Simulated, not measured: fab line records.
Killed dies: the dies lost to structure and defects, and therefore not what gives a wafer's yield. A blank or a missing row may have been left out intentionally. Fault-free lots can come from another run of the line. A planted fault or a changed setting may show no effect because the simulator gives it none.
Chamber matching :: flow sky130 :: SKY_METAL3_ETCH_17 on rie_diel-03 has 4 sister chambers
The step etches SiO2 in C4F8/O2/Ar, stops on TiN, time 3.9 s, target depth 15 nm. 18 wafers are shown with their chamber, then 9 later ones without.

## WAFERS PAIRED WITH THEIR CHAMBERS
wafer: L075.1
chamber: 3
oes_product_au (a.u.): 0.752

wafer: L075.3
chamber: 2
oes_product_au (a.u.): 0.753

wafer: L075.5
chamber: 3
oes_product_au (a.u.): 0.749

wafer: L077.1
chamber: 3
oes_product_au (a.u.): 0.757

wafer: L077.3
chamber: 1
oes_product_au (a.u.): 0.759

wafer: L077.6
chamber: 1
oes_product_au (a.u.): 0.764

wafer: L079.1
chamber: 1
oes_product_au (a.u.): 0.753

wafer: L079.4
chamber: 2
oes_product_au (a.u.): 0.758

wafer: L079.6
chamber: 0
oes_product_au (a.u.): 0.751

wafer: L082.2
chamber: 1
oes_product_au (a.u.): 0.747

wafer: L082.4
chamber: 2
oes_product_au (a.u.): 0.758

wafer: L082.5
chamber: 1
oes_product_au (a.u.): 0.757

wafer: L090.3
chamber: 2
oes_product_au (a.u.): 0.754

wafer: L090.4
chamber: 1
oes_product_au (a.u.): 0.749

wafer: L090.5
chamber: 3
oes_product_au (a.u.): 0.738

wafer: L094.2
chamber: 1
oes_product_au (a.u.): 0.753

wafer: L094.3
chamber: 3
oes_product_au (a.u.): 0.746

wafer: L094.5
chamber: 2
oes_product_au (a.u.): 0.758

SIGNATURES (averages over the wafers above)
reading: oes_product_au
chamber 0: 0.75100
chamber 1: 0.75457
chamber 2: 0.75620
chamber 3: 0.74840
scatter within a chamber: 0.00557
Rule: for a wafer and a chamber, the distance is found by dividing, reading by reading, the gap between the wafer's reading and the chamber's mean by the reading's scatter, squaring, summing and taking the root. The wafer belongs to the nearest chamber; if the next one is less than 2 further off, it can't be placed. The scatter: take each reading less its chamber's mean, square it, sum over the shown wafers, divide by the number of wafers less the number of chambers, and take the root.

## WAFERS WITH NO CHAMBER GIVEN
wafer: L093.3
oes_product_au (a.u.): 0.755

wafer: L093.4
oes_product_au (a.u.): 0.759

wafer: L093.6
oes_product_au (a.u.): 0.751

wafer: L096.4
oes_product_au (a.u.): 0.767

wafer: L096.5
oes_product_au (a.u.): 0.764

wafer: L096.6
oes_product_au (a.u.): 0.767

wafer: L097.1
oes_product_au (a.u.): 0.751

wafer: L097.4
oes_product_au (a.u.): 0.758

wafer: L097.5
oes_product_au (a.u.): 0.756

## WHICH CHAMBER EACH ONE RAN IN
wafer: L093.3
from the rows above: can't be placed: 1 or 2 or 0 or 3
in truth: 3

wafer: L093.4
from the rows above: can't be placed: 2 or 1 or 0 or 3
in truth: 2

wafer: L093.6
from the rows above: can't be placed: 0 or 3 or 1 or 2
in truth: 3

wafer: L096.4
from the rows above: can't be placed: 2 or 1 or 0 or 3
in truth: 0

wafer: L096.5
from the rows above: can't be placed: 2 or 1 or 0 or 3
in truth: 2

wafer: L096.6
from the rows above: can't be placed: 2 or 1 or 0 or 3
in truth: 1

wafer: L097.1
from the rows above: can't be placed: 0 or 3 or 1 or 2
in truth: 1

wafer: L097.4
from the rows above: can't be placed: 2 or 1 or 0 or 3
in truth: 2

wafer: L097.5
from the rows above: can't be placed: 2 or 1 or 0 or 3
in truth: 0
0 of 9 placed correctly. Unplaceable from these rows: 9, with the true chamber sitting among the candidates in 9. Wrongly placed: 0.
